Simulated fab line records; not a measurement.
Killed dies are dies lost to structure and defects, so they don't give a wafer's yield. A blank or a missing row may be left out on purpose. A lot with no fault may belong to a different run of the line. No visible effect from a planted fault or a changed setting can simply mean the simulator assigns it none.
The tool behind it: which one? / flow sky130 / 42 wafers from 14 lots sampled at 3 of the route's 708 steps

== WHAT THE GAUGES READ, wafer by wafer ==
SKY_POLY_GATE_THK_MEAS_01. Usual: POLY_GATE_CVD_00_THK typically reads 179.7 nm, with standard deviation 1.4.
lot=L743; measured=day 14 02:22; on=film_metro-02; POLY_GATE_CVD_00_THK (nm)=178.6 180.5 179.7; flag=
lot=L745; measured=day 14 16:28; on=film_metro-01; POLY_GATE_CVD_00_THK (nm)=180.9 181.7 180.3; flag=
lot=L747; measured=day 15 09:25; on=film_metro-02; POLY_GATE_CVD_00_THK (nm)=180.1 181.1 178.9; flag=
lot=L746; measured=day 15 09:25; on=film_metro-04; POLY_GATE_CVD_00_THK (nm)=181.0 181.7 181.2; flag=
lot=L751; measured=day 16 16:38; on=film_metro-02; POLY_GATE_CVD_00_THK (nm)=180.9 181.3 180.2; flag=
lot=L754; measured=day 17 21:08; on=film_metro-02; POLY_GATE_CVD_00_THK (nm)=179.6 179.7 180.7; flag=
lot=L755; measured=day 18 10:17; on=film_metro-01; POLY_GATE_CVD_00_THK (nm)=178.7 178.8 180.6; flag=
lot=L757; measured=day 18 23:25; on=film_metro-04; POLY_GATE_CVD_00_THK (nm)=179.7 179.7 179.4; flag=
lot=L759; measured=day 19 23:58; on=film_metro-04; POLY_GATE_CVD_00_THK (nm)=178.8 178.1 177.6; flag=
lot=L762; measured=day 20 22:26; on=film_metro-02; POLY_GATE_CVD_00_THK (nm)=180.5 179.8 180.7; flag=
lot=L763; measured=day 21 07:56; on=film_metro-01; POLY_GATE_CVD_00_THK (nm)=180.4 180.3 180.3; flag=
lot=L764; measured=day 21 14:41; on=film_metro-04; POLY_GATE_CVD_00_THK (nm)=179.7 180.2 181.6; flag=
lot=L765; measured=day 21 20:21; on=film_metro-04; POLY_GATE_CVD_00_THK (nm)=179.5 177.8 179.2; flag=
lot=L766; measured=day 22 04:08; on=film_metro-01; POLY_GATE_CVD_00_THK (nm)=181.9 181.6 182.6; flag=

SKY_LDD_N_OVL_MEAS_07. Usual: LDD_N_OVL typically reads 0.7 nm, with standard deviation 1.6.
lot=L743; measured=day 17 18:10; on=overlay-02; LDD_N_OVL (nm)=2.8 1.7 2.9; flag=
lot=L745; measured=day 18 10:16; on=overlay-02; LDD_N_OVL (nm)=-0.1 0.1 -0.3; flag=
lot=L747; measured=day 19 12:02; on=overlay-01; LDD_N_OVL (nm)=-3.6 -2.3 -3.2; flag=
lot=L746; measured=day 19 11:41; on=overlay-02; LDD_N_OVL (nm)=1.2 0.2 -0.4; flag=
lot=L751; measured=day 20 14:28; on=overlay-01; LDD_N_OVL (nm)=1.1 2.8 1.4; flag=
lot=L754; measured=day 21 20:40; on=overlay-02; LDD_N_OVL (nm)=-1.0 2.8 1.1; flag=
lot=L755; measured=day 22 10:11; on=overlay-01; LDD_N_OVL (nm)=2.3 1.4 0.0; flag=
lot=L757; measured=day 22 22:59; on=overlay-01; LDD_N_OVL (nm)=1.8 2.4 1.1; flag=
lot=L759; measured=day 23 23:43; on=overlay-02; LDD_N_OVL (nm)=0.2 2.4 1.7; flag=
lot=L762; measured=day 24 20:52; on=overlay-02; LDD_N_OVL (nm)=1.9 4.0 3.7; flag=
lot=L763; measured=day 25 07:10; on=overlay-02; LDD_N_OVL (nm)=0.1 1.1 2.1; flag=
lot=L764; measured=day 25 12:23; on=overlay-01; LDD_N_OVL (nm)=-1.1 -2.8 -2.0; flag=
lot=L765; measured=day 25 22:13; on=overlay-02; LDD_N_OVL (nm)=3.2 2.2 3.5; flag=
lot=L766; measured=day 26 00:50; on=overlay-01; LDD_N_OVL (nm)=-2.1 -0.8 -3.2; flag=

SKY_LDD_P_OVL_MEAS_08. Usual: LDD_P_OVL typically reads 0.7 nm, with standard deviation 1.3.
lot=L743; measured=day 19 01:08; on=overlay-02; LDD_P_OVL (nm)=1.4 0.7 0.8; flag=
lot=L745; measured=day 19 18:17; on=overlay-02; LDD_P_OVL (nm)=1.5 1.5 1.6; flag=
lot=L747; measured=day 20 20:17; on=overlay-01; LDD_P_OVL (nm)=1.9 0.6 -0.5; flag=
lot=L746; measured=day 20 20:00; on=overlay-02; LDD_P_OVL (nm)=1.5 0.9 0.5; flag=
lot=L751; measured=day 21 22:23; on=overlay-02; LDD_P_OVL (nm)=1.8 -0.2 1.3; flag=
lot=L754; measured=day 23 04:32; on=overlay-01; LDD_P_OVL (nm)=0.7 -0.1 0.0; flag=
lot=L755; measured=day 23 18:01; on=overlay-01; LDD_P_OVL (nm)=0.7 0.8 1.4; flag=
lot=L757; measured=day 24 05:35; on=overlay-01; LDD_P_OVL (nm)=1.1 0.2 0.5; flag=
lot=L759; measured=day 25 05:59; on=overlay-02; LDD_P_OVL (nm)=4.1 2.3 5.1; flag=
lot=L762; measured=day 26 03:26; on=overlay-02; LDD_P_OVL (nm)=-1.2 0.7 0.8; flag=
lot=L763; measured=day 26 13:23; on=overlay-02; LDD_P_OVL (nm)=2.1 2.0 2.9; flag=
lot=L764; measured=day 26 18:56; on=overlay-02; LDD_P_OVL (nm)=0.1 -0.2 1.9; flag=
lot=L765; measured=day 27 04:38; on=overlay-01; LDD_P_OVL (nm)=-0.3 0.9 1.0; flag=
lot=L766; measured=day 27 07:06; on=overlay-01; LDD_P_OVL (nm)=-0.9 0.5 -1.4; flag=

== WHAT TOOL EACH LOT RAN ON (gives the tool, then ch and the chambers of the sampled wafers, and finally the start) ==
There is no process step in the record ahead of these readings.

== AS READ BY THE TOOLS THEMSELVES (means over the sampled wafers that have a number; for cases with no such wafer, the mark the record gives instead) ==
The record holds no such reading with a usual standard deviation.

== THE ANSWER, worked out from the rows above alone ==
Rule: a lot is off if the mean of its wafers that have a number lies more than 3 standard deviations from the usual mean. Also off: a lot with no number at a reading for which 4 or more lots have one. Any other lot the step has rows for is counted as sound. Order of review: gauges by route order, followed by the tools' own readings, for which a lot's mean as printed above is used. The first step at which some lot is off is used, and at that step the reading that is off furthest; a lot without a number counts as furthest.
Across all readings shown, no lot is off: no conclusion can be drawn from this.

== WHAT HAD BEEN PUT IN BY THE SIMULATOR ==
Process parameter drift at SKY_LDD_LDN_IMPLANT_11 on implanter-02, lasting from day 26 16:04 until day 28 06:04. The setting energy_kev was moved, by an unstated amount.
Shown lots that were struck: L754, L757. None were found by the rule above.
